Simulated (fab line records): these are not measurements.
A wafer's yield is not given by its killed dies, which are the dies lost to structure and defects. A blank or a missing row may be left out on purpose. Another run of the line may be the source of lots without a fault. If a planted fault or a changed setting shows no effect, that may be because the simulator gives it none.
Which tool is to blame?    flow gf180mcu    6 lots, 18 wafers sampled, at 2 steps of a route of 602

== WHAT THE GAUGES READ, wafer by wafer ==
GF_V1_CD_MEAS_14 targets a cd of 260 nm.
lot   measured      on         cd-nm (nm)
L317  day 18 22:01  cd-sem-01  260.2 259.8 260.8
L319  day 19 17:28  cd-sem-01  259.5 258.2 258.8
L325  day 21 23:49  cd-sem-02  261.9 260.0 260.5
L331  day 23 22:40  cd-sem-02  244.5 244.1 245.0
L335  day 25 07:03  cd-sem-02  261.9 260.6 261.6
L338  day 25 23:53  cd-sem-02  260.5 261.5 259.3

== WHAT TOOL EACH LOT RAN ON (gives the tool, then ch and the chambers of the sampled wafers, and finally the start) ==
lot   GF_V1_SOFTBAKE_10
L317  litho-track-01 ch 0, day 18 10:00
L319  litho-track-01 ch 0, day 19 05:00
L325  litho-track-04 ch 0, day 21 12:00
L331  litho-track-04 ch 0, day 23 11:00
L335  litho-track-01 ch 0, day 24 19:00
L338  litho-track-03 ch 0, day 25 13:00
- GF_V1_SOFTBAKE_10: time 60 s.

== THE ANSWER, worked out from the rows above alone ==
Rule: what is usual is taken from the lots themselves. The widest of any qualifying gaps counts: lots, ordered by their means at a reading, are off when they make up no more than a third of the lots, leave a main group of 4 or more, and stand apart from it by 3 or more times the standard deviation of that group's means. A main group is skipped when, at the precision printed for the reading in the tables above, its means are all equal. A lot without any number at a reading at which 4 lots or more have one is off too. The other lots that the step has rows for count as sound.
Off at GF_V1_CD_MEAS_14 (cd-nm): L331. The main group has a mean of 260.3 nm with a standard deviation of 0.84.
If a tool, at a process step before that reading, ran all the lots that are off and no sound lot after the first of them, it fits. Gauges at GF_V1_CD_MEAS_14: tried the same way as those tools. One candidate fits, namely litho-track-04 at GF_V1_SOFTBAKE_10. A fault onset in the window from L325 (day 21 12:00, its last sound lot) to L331 (day 23 11:00, its first lot off) fits.

== WHAT WAS PUT IN BY THE SIMULATOR ==
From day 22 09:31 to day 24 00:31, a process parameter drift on litho-track-04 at GF_V1_SOFTBAKE_10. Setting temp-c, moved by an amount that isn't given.
Lots struck among those shown: L331. The rule above found the same.
